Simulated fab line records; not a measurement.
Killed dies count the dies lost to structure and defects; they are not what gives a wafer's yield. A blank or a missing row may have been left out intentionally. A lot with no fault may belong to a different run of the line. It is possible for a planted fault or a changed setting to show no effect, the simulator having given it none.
Comparing a struck lot with a sound one ; flow sky130 ; 18 steps out of a route of 708
Sound: wafers L796.2, L796.5, L796.6. The struck wafers were L789.2, L789.3, L789.5. At the end, the cause is stated.
Per side, at each step with rows, come the tool, then ch with its chambers, and then its first start. Under that, the readings that differ: sound wafers ; struck wafers ; difference of the means ; sigmas: that difference in standard deviations of wafers without a fault.
alike: readings whose means differ by less than 2 such deviations, and words and numbers that are the same on both sides. not compared: withheld readings, readings that some wafer has no value for, bounds like >300 that may hide the same value, and numbers for which the record gives no deviation and whose values overlap.
The two part at a step that has a row with sigmas, a row that says differs or no value, or rows on one side only. Numbers that have no deviation but don't overlap get no sigmas and don't part them. A reading that every wafer of one side lacks parts them only if that side has two wafers or more.

first, 2 steps without rows for these wafers: SKY_METAL3_CLEAN_22 (cleans in O3/DIW); SKY_VIA3_HDPCVD_00 (deposits SiO2, target thk 1635 nm, time 272.5 s).
SKY_VIA3_THK_MEAS_01:
  sound: film metro-02 at day 44 03:09; struck: film metro-01 at day 42 07:07
  alike: VIA3_HDPCVD_THK
SKY_VIA3_CMP_02: polishes SiO2.
  sound on cmp-01 ch 1,2,3, day 44 03:18; struck on cmp-02 ch 0,3, day 42 07:10
reading;sound;struck;difference;sigmas
retaining ring pressure frac;1.009 0.999 1.008;0.987 0.995 0.995;-0.013;-2
  alike: motor current A
SKY_VIA3_BOW_MEAS_03:
  sound: film metro-02 at day 44 03:31; struck: film metro-03 at day 42 07:29
  alike: VIA3_BOW
then, 7 steps without rows for these wafers: SKY_VIA3_DEHYDRATE_04 (time 60 s); SKY_VIA3_HMDS_05 (prime time 60 s); SKY_VIA3_COAT_06 (resist thk 60 nm); SKY_VIA3_COAT_07 (resist thk 450 nm); SKY_VIA3_SOFTBAKE_08 (time 90 s); SKY_VIA3_EXPOSE_09 (exposes mask VIM3, target cd 200 nm); SKY_VIA3_PEB_10.
SKY_VIA3_DEVELOP_11: develop time 60 s.
  sound on litho track-04 ch 0, day 45 00:00; struck on litho track-03 ch 0, day 43 06:00
SKY_VIA3_CD_MEAS_12: target cd 200 nm.
  sound: cd sem-02 at day 45 00:43; struck: cd sem-02 at day 43 06:32
  alike: cd nm
SKY_VIA3_OVL_MEAS_13:
  sound: overlay-01 at day 45 00:49; struck: overlay-02 at day 43 06:38
  alike: VIA3_OVL
SKY_VIA3_ETCH_14: etches BARC in N2/H2, stops on SiO2, time 45.9 s, target depth 60 nm.
  sound on rie diel-03 ch 1,2,3, day 45 00:51; struck on rie diel-02 ch 0,1, day 43 06:40
reading;sound;struck;difference;sigmas
model.VIA3.cd nm (nm);197.2 198.2 198.5;198.9 200 199.7;+1.6;
  alike: drypump motor current A, oes product au, throttle valve pct
  not compared: rf hours counter h
SKY_VIA3_ETCH_15: etches SiO2 in C4F8/O2/Ar, stops on TiN, target depth 507 nm, time 78 s.
  sound on rie diel-03 ch 1,2,3, day 45 00:54; struck on rie diel-02 ch 0,1, day 43 06:43
  alike: oes product au
  not compared: rf hours counter h
-- the record jumps here: 5 days lie between the struck wafers' starts before and after (it left off in module VIA3 and takes up again in module PAD_OPEN, whose first step shown is number 708 of the route) --
SKY_PAD_OPEN_PROBE_99:
  rows exist in the record for the struck wafers here (prober-02, day 48 15:41), but not for the sound ones

## WHERE THEY PART
First at SKY_VIA3_CMP_02; last, within this record, at SKY_PAD_OPEN_PROBE_99.

WHY: what had been put in by the simulator
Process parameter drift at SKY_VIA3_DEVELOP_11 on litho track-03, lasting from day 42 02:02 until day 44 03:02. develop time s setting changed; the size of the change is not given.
